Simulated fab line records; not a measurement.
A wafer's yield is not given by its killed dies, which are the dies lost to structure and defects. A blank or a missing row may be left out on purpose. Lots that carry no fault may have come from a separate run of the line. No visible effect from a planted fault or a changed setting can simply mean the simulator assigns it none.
What tool caused it? :: flow sky130 :: 36 wafers from 12 lots sampled at 5 of the route's 708 steps

WHAT THE GAUGES READ, wafer by wafer
No reading from a measuring or inspecting step in the record can be judged against a usual standard deviation.

EACH LOT AND THE TOOL THAT RAN IT (in order: tool; ch and the chambers of the sampled wafers; start)
lot: L839
SKY_CONTACT_ETCH_18: rie_diel-04 ch 0,2,3, day 33 00:41 or earlier
SKY_CONTACT_CMP_27: cmp-01 ch 2,3, day 33 00:41
SKY_METAL1_SPUTTER_00: pvd_sputter-04, day 33 00:56
SKY_VIA1_SPUTTER_20: pvd_sputter-04, day 35 08:08
SKY_PAD_OPEN_PROBE_99: prober-02, day 47 04:01

lot: L842
SKY_CONTACT_ETCH_18: rie_diel-03 ch 0,2,3, day 33 02:44 or earlier
SKY_CONTACT_CMP_27: cmp-01 ch 0,2,3, day 33 02:44
SKY_METAL1_SPUTTER_00: pvd_sputter-03, day 33 03:02
SKY_VIA1_SPUTTER_20: pvd_sputter-01, day 35 11:11
SKY_PAD_OPEN_PROBE_99: prober-01, day 47 04:20

lot: L843
SKY_CONTACT_ETCH_18: rie_diel-04 ch 1,2, day 33 03:29 or earlier
SKY_CONTACT_CMP_27: cmp-01 ch 0,2,3, day 33 03:29
SKY_METAL1_SPUTTER_00: pvd_sputter-02, day 33 03:44
SKY_VIA1_SPUTTER_20: pvd_sputter-04, day 35 11:50
SKY_PAD_OPEN_PROBE_99: -

lot: L844
SKY_CONTACT_ETCH_18: rie_diel-03 ch 0,1,2, day 34 00:41 or earlier
SKY_CONTACT_CMP_27: cmp-02 ch 0,2,3, day 34 00:41
SKY_METAL1_SPUTTER_00: pvd_sputter-02, day 34 00:59
SKY_VIA1_SPUTTER_20: pvd_sputter-01, day 36 07:14
SKY_PAD_OPEN_PROBE_99: prober-01, day 47 12:37

lot: L847
SKY_CONTACT_ETCH_18: rie_diel-04 ch 0,2,3, day 34 10:15 or earlier
SKY_CONTACT_CMP_27: cmp-02 ch 2,3, day 34 10:15
SKY_METAL1_SPUTTER_00: pvd_sputter-03, day 34 10:33
SKY_VIA1_SPUTTER_20: pvd_sputter-01, day 36 17:02
SKY_PAD_OPEN_PROBE_99: prober-02, day 47 22:22

lot: L849
SKY_CONTACT_ETCH_18: rie_diel-03 ch 1,2,3, day 34 22:13 or earlier
SKY_CONTACT_CMP_27: cmp-02 ch 0,2, day 34 22:13
SKY_METAL1_SPUTTER_00: pvd_sputter-03, day 34 22:31
SKY_VIA1_SPUTTER_20: pvd_sputter-01, day 37 04:49
SKY_PAD_OPEN_PROBE_99: prober-01, day 48 04:31

lot: L850
SKY_CONTACT_ETCH_18: rie_diel-04 ch 0,2,3, day 35 12:56 or earlier
SKY_CONTACT_CMP_27: cmp-02 ch 0,2,3, day 35 12:56
SKY_METAL1_SPUTTER_00: pvd_sputter-03, day 35 13:14
SKY_VIA1_SPUTTER_20: pvd_sputter-02, day 37 19:56
SKY_PAD_OPEN_PROBE_99: prober-01, day 48 17:55

lot: L853
SKY_CONTACT_ETCH_18: rie_diel-03 ch 0,2,3, day 36 04:07 or earlier
SKY_CONTACT_CMP_27: cmp-02 ch 0,1,3, day 36 04:07
SKY_METAL1_SPUTTER_00: pvd_sputter-02, day 36 04:19
SKY_VIA1_SPUTTER_20: pvd_sputter-04, day 38 10:02
SKY_PAD_OPEN_PROBE_99: prober-02, day 49 03:55

lot: L854
SKY_CONTACT_ETCH_18: rie_diel-04 ch 2,3, day 36 21:23 or earlier
SKY_CONTACT_CMP_27: cmp-01 ch 0,3, day 36 21:23
SKY_METAL1_SPUTTER_00: pvd_sputter-02, day 36 21:41
SKY_VIA1_SPUTTER_20: pvd_sputter-04, day 39 02:28
SKY_PAD_OPEN_PROBE_99: -

lot: L857
SKY_CONTACT_ETCH_18: rie_diel-04 ch 1,3, day 37 19:30 or earlier
SKY_CONTACT_CMP_27: cmp-02 ch 1,2,3, day 37 19:30
SKY_METAL1_SPUTTER_00: pvd_sputter-03, day 37 19:45
SKY_VIA1_SPUTTER_20: pvd_sputter-04, day 40 00:13
SKY_PAD_OPEN_PROBE_99: -

lot: L858
SKY_CONTACT_ETCH_18: rie_diel-03 ch 0,1,3, day 38 01:37 or earlier
SKY_CONTACT_CMP_27: cmp-01 ch 0,1,2, day 38 01:37
SKY_METAL1_SPUTTER_00: pvd_sputter-02, day 38 01:52
SKY_VIA1_SPUTTER_20: pvd_sputter-04, day 40 05:37
SKY_PAD_OPEN_PROBE_99: -

lot: L861
SKY_CONTACT_ETCH_18: rie_diel-04 ch 0,3, day 38 20:44 or earlier
SKY_CONTACT_CMP_27: cmp-02 ch 0,2,3, day 38 20:44
SKY_METAL1_SPUTTER_00: pvd_sputter-02, day 38 20:56
SKY_VIA1_SPUTTER_20: pvd_sputter-02, day 41 00:29
SKY_PAD_OPEN_PROBE_99: -
- SKY_CONTACT_ETCH_18: etches Si3N4 in CHF3/O2, stops on TiN, time 39 s, target depth 75 nm.
- SKY_CONTACT_CMP_27: polishes, stops on SiO2, t overpolish 15 s, target thk 0 nm.
- SKY_METAL1_SPUTTER_00: material Ti, target thk 15 nm, time 10 s.
- SKY_VIA1_SPUTTER_20: material TiN, target thk 20 nm, time 80 s.
- SKY_PAD_OPEN_PROBE_99

WHAT THE TOOLS THEMSELVES READ (means of the sampled wafers that have a number; where no wafer has one, the mark that the record gives instead)
SKY_CONTACT_ETCH_18. Usual: drypump_motor_current_A 5.7 A, standard deviation 0.43; oes_product_au 0.855 a.u., standard deviation 0.0087; throttle_valve_pct 8.792 %, standard deviation 0.0095.
lot: L839
tool: rie_diel-04
drypump_motor_current_A (A): 6.1
oes_product_au (a.u.): 0.855
throttle_valve_pct (%): 8.790
flag: 

lot: L842
tool: rie_diel-03
drypump_motor_current_A (A): 5.2
oes_product_au (a.u.): 0.858
throttle_valve_pct (%): 8.789
flag: 

lot: L843
tool: rie_diel-04
drypump_motor_current_A (A): 5.8
oes_product_au (a.u.): 0.848
throttle_valve_pct (%): 8.797
flag: 

lot: L844
tool: rie_diel-03
drypump_motor_current_A (A): 5.4
oes_product_au (a.u.): 0.845
throttle_valve_pct (%): 8.782
flag: 

lot: L847
tool: rie_diel-04
drypump_motor_current_A (A): 6.1
oes_product_au (a.u.): 0.860
throttle_valve_pct (%): 8.791
flag: 

lot: L849
tool: rie_diel-03
drypump_motor_current_A (A): 5.4
oes_product_au (a.u.): 0.855
throttle_valve_pct (%): 8.792
flag: 

lot: L850
tool: rie_diel-04
drypump_motor_current_A (A): 6.0
oes_product_au (a.u.): 0.848
throttle_valve_pct (%): 8.789
flag: 

lot: L853
tool: rie_diel-03
drypump_motor_current_A (A): 5.2
oes_product_au (a.u.): 0.868
throttle_valve_pct (%): 8.796
flag: 

lot: L854
tool: rie_diel-04
drypump_motor_current_A (A): 5.9
oes_product_au (a.u.): 0.854
throttle_valve_pct (%): 8.800
flag: 

lot: L857
tool: rie_diel-04
drypump_motor_current_A (A): 5.7
oes_product_au (a.u.): 0.854
throttle_valve_pct (%): 8.788
flag: 

lot: L858
tool: rie_diel-03
drypump_motor_current_A (A): 5.2
oes_product_au (a.u.): 0.849
throttle_valve_pct (%): 8.793
flag: 

lot: L861
tool: rie_diel-04
drypump_motor_current_A (A): 6.0
oes_product_au (a.u.): 0.859
throttle_valve_pct (%): 8.789
flag: 

SKY_CONTACT_CMP_27. Usual: motor_current_A 10.7 A, standard deviation 0.66; overpolish_run_s 15.000 s, standard deviation 0.0077; slurry_flow_ml_min 150.0, standard deviation 0.47; time_to_endpoint_s 83.9 s, standard deviation 2.9.
lot: L839
tool: cmp-01
motor_current_A (A): 10.6
overpolish_run_s (s): 15.006
slurry_flow_ml_min: 149.7
time_to_endpoint_s (s): 84.8
flag: 

lot: L842
tool: cmp-01
motor_current_A (A): 10.7
overpolish_run_s (s): 15.000
slurry_flow_ml_min: 150.0
time_to_endpoint_s (s): 88.2
flag: 

lot: L843
tool: cmp-01
motor_current_A (A): 10.5
overpolish_run_s (s): 14.999
slurry_flow_ml_min: 149.7
time_to_endpoint_s (s): 88.7
flag: 

lot: L844
tool: cmp-02
motor_current_A (A): 10.5
overpolish_run_s (s): 14.999
slurry_flow_ml_min: 149.8
time_to_endpoint_s (s): 84.0
flag: 

lot: L847
tool: cmp-02
motor_current_A (A): 10.2
overpolish_run_s (s): 15.007
slurry_flow_ml_min: 149.4
time_to_endpoint_s (s): 87.0
flag: 

lot: L849
tool: cmp-02
motor_current_A (A): 10.4
overpolish_run_s (s): 14.999
slurry_flow_ml_min: 149.6
time_to_endpoint_s (s): 82.6
flag: 

lot: L850
tool: cmp-02
motor_current_A (A): 10.3
overpolish_run_s (s): 15.004
slurry_flow_ml_min: 150.3
time_to_endpoint_s (s): 82.6
flag: 

lot: L853
tool: cmp-02
motor_current_A (A): 11.2
overpolish_run_s (s): 15.002
slurry_flow_ml_min: 150.5
time_to_endpoint_s (s): 83.4
flag: 

lot: L854
tool: cmp-01
motor_current_A (A): 10.2
overpolish_run_s (s): 14.995
slurry_flow_ml_min: 150.1
time_to_endpoint_s (s): 79.9
flag: 

lot: L857
tool: cmp-02
motor_current_A (A): 10.9
overpolish_run_s (s): 15.003
slurry_flow_ml_min: 150.4
time_to_endpoint_s (s): 81.6
flag: 

lot: L858
tool: cmp-01
motor_current_A (A): 10.9
overpolish_run_s (s): 14.999
slurry_flow_ml_min: 150.4
time_to_endpoint_s (s): 81.3
flag: 

lot: L861
tool: cmp-02
motor_current_A (A): 10.6
overpolish_run_s (s): 15.011
slurry_flow_ml_min: 149.9
time_to_endpoint_s (s): 81.2
flag: 

SKY_METAL1_SPUTTER_00. Usual: cathode_dc_power_W 3000.0 W, standard deviation 0.52; throttle_valve_pct 30.0 %, standard deviation 0.93.
lot: L839
tool: pvd_sputter-04
cathode_dc_power_W (W): 3000.2
throttle_valve_pct (%): 30.3
flag: 

lot: L842
tool: pvd_sputter-03
cathode_dc_power_W (W): 3000.0
throttle_valve_pct (%): 30.2
flag: 

lot: L843
tool: pvd_sputter-02
cathode_dc_power_W (W): 2999.9
throttle_valve_pct (%): 30.6
flag: 

lot: L844
tool: pvd_sputter-02
cathode_dc_power_W (W): 3000.0
throttle_valve_pct (%): 30.0
flag: 

lot: L847
tool: pvd_sputter-03
cathode_dc_power_W (W): 3000.0
throttle_valve_pct (%): 30.5
flag: 

lot: L849
tool: pvd_sputter-03
cathode_dc_power_W (W): 3000.2
throttle_valve_pct (%): 29.6
flag: 

lot: L850
tool: pvd_sputter-03
cathode_dc_power_W (W): 3000.3
throttle_valve_pct (%): 30.7
flag: 

lot: L853
tool: pvd_sputter-02
cathode_dc_power_W (W): 2999.5
throttle_valve_pct (%): 30.4
flag: 

lot: L854
tool: pvd_sputter-02
cathode_dc_power_W (W): 2999.6
throttle_valve_pct (%): 30.0
flag: 

lot: L857
tool: pvd_sputter-03
cathode_dc_power_W (W): 3000.2
throttle_valve_pct (%): 29.6
flag: 

lot: L858
tool: pvd_sputter-02
cathode_dc_power_W (W): 3000.0
throttle_valve_pct (%): 30.0
flag: 

lot: L861
tool: pvd_sputter-02
cathode_dc_power_W (W): 3000.0
throttle_valve_pct (%): 30.0
flag: 

SKY_VIA1_SPUTTER_20. Usual: cathode_dc_power_W 3999.9 W, standard deviation 0.74; throttle_valve_pct 30.0 %, standard deviation 1.
lot: L839
tool: pvd_sputter-04
cathode_dc_power_W (W): 4000.5
throttle_valve_pct (%): 29.6
flag: 

lot: L842
tool: pvd_sputter-01
cathode_dc_power_W (W): 4000.1
throttle_valve_pct (%): 30.5
flag: 

lot: L843
tool: pvd_sputter-04
cathode_dc_power_W (W): 3999.8
throttle_valve_pct (%): 30.0
flag: 

lot: L844
tool: pvd_sputter-01
cathode_dc_power_W (W): 3999.1
throttle_valve_pct (%): 30.5
flag: 

lot: L847
tool: pvd_sputter-01
cathode_dc_power_W (W): 3662.5
throttle_valve_pct (%): 30.4
flag: OFF

lot: L849
tool: pvd_sputter-01
cathode_dc_power_W (W): 3662.7
throttle_valve_pct (%): 30.7
flag: OFF

lot: L850
tool: pvd_sputter-02
cathode_dc_power_W (W): 4000.3
throttle_valve_pct (%): 30.2
flag: 

lot: L853
tool: pvd_sputter-04
cathode_dc_power_W (W): 4000.2
throttle_valve_pct (%): 30.2
flag: 

lot: L854
tool: pvd_sputter-04
cathode_dc_power_W (W): 3999.8
throttle_valve_pct (%): 29.8
flag: 

lot: L857
tool: pvd_sputter-04
cathode_dc_power_W (W): 4000.4
throttle_valve_pct (%): 30.0
flag: 

lot: L858
tool: pvd_sputter-04
cathode_dc_power_W (W): 4000.6
throttle_valve_pct (%): 30.0
flag: 

lot: L861
tool: pvd_sputter-02
cathode_dc_power_W (W): 4000.2
throttle_valve_pct (%): 30.0
flag: 

SKY_PAD_OPEN_PROBE_99. Usual: killed_at_M0_to_M3 44, standard deviation 7.4; killed_at_M4_up 3.0, standard deviation 1.6; killed_at_contacts 24, standard deviation 5; killed_at_front_end 15, standard deviation 4.6; killed_at_other 0.4, standard deviation 0.65; killed_dies 86, standard deviation 9.6; killed_open 48, standard deviation 7.4; killed_short 38, standard deviation 6.9.
lot: L839
tool: prober-02
killed_at_M0_to_M3: 42
killed_at_M4_up: 3.0
killed_at_contacts: 22
killed_at_front_end: 15
killed_at_other: 0.3
killed_dies: 82
killed_open: 48
killed_short: 34
flag: 

lot: L842
tool: prober-01
killed_at_M0_to_M3: 55
killed_at_M4_up: 4.3
killed_at_contacts: 26
killed_at_front_end: 13
killed_at_other: 0.0
killed_dies: 98
killed_open: 51
killed_short: 47
flag: 

lot: L844
tool: prober-01
killed_at_M0_to_M3: 48
killed_at_M4_up: 3.7
killed_at_contacts: 28
killed_at_front_end: 15
killed_at_other: 0.0
killed_dies: 95
killed_open: 55
killed_short: 40
flag: 

lot: L847
tool: prober-02
killed_at_M0_to_M3: 39
killed_at_M4_up: 3.7
killed_at_contacts: 23
killed_at_front_end: 16
killed_at_other: 0.0
killed_dies: 81
killed_open: 45
killed_short: 35
flag: 

lot: L849
tool: prober-01
killed_at_M0_to_M3: 46
killed_at_M4_up: 5.7
killed_at_contacts: 27
killed_at_front_end: 15
killed_at_other: 0.0
killed_dies: 93
killed_open: 44
killed_short: 49
flag: 

lot: L850
tool: prober-01
killed_at_M0_to_M3: 48
killed_at_M4_up: 1.7
killed_at_contacts: 17
killed_at_front_end: 9
killed_at_other: 0.3
killed_dies: 76
killed_open: 40
killed_short: 36
flag: 

lot: L853
tool: prober-02
killed_at_M0_to_M3: 41
killed_at_M4_up: 2.3
killed_at_contacts: 22
killed_at_front_end: 13
killed_at_other: 0.3
killed_dies: 79
killed_open: 44
killed_short: 35
flag: 

THE ANSWER, worked out from the rows above alone
Rule: a lot counts as off when the mean over its wafers that have a number is more than 3 standard deviations away from the usual mean. Also off: a lot with no number at a reading for which 4 or more lots have one. The other lots that the step has rows for count as sound. First the gauges in route order, then the tools' own readings, where a lot's mean is used as printed above. The first step at which some lot is off is used, and at that step the reading that is off furthest; a lot without a number counts as furthest.
Off: L847, L849, at SKY_VIA1_SPUTTER_20 (cathode_dc_power_W).
If a tool, at that step or one of the process steps before it, ran each lot that is off and ran no sound lot following the first of them, it fits. With no start given for some of its lots, SKY_CONTACT_ETCH_18 uses the hours and lot order of SKY_CONTACT_CMP_27. One fits: SKY_VIA1_SPUTTER_20 on pvd_sputter-01. Its last sound lot is L844 (day 36 07:14), its first lot that is off L847 (day 36 17:02): a fault that began between those two fits.
On the lots that are off, the tool's own readings at SKY_VIA1_SPUTTER_20 differ by more than 5 times the standard deviation of the sound lots' means, which bears it out; cathode_dc_power_W reads 3662.6 W there versus 4000.1 W on the sound lots.

WHAT HAD BEEN PUT IN BY THE SIMULATOR
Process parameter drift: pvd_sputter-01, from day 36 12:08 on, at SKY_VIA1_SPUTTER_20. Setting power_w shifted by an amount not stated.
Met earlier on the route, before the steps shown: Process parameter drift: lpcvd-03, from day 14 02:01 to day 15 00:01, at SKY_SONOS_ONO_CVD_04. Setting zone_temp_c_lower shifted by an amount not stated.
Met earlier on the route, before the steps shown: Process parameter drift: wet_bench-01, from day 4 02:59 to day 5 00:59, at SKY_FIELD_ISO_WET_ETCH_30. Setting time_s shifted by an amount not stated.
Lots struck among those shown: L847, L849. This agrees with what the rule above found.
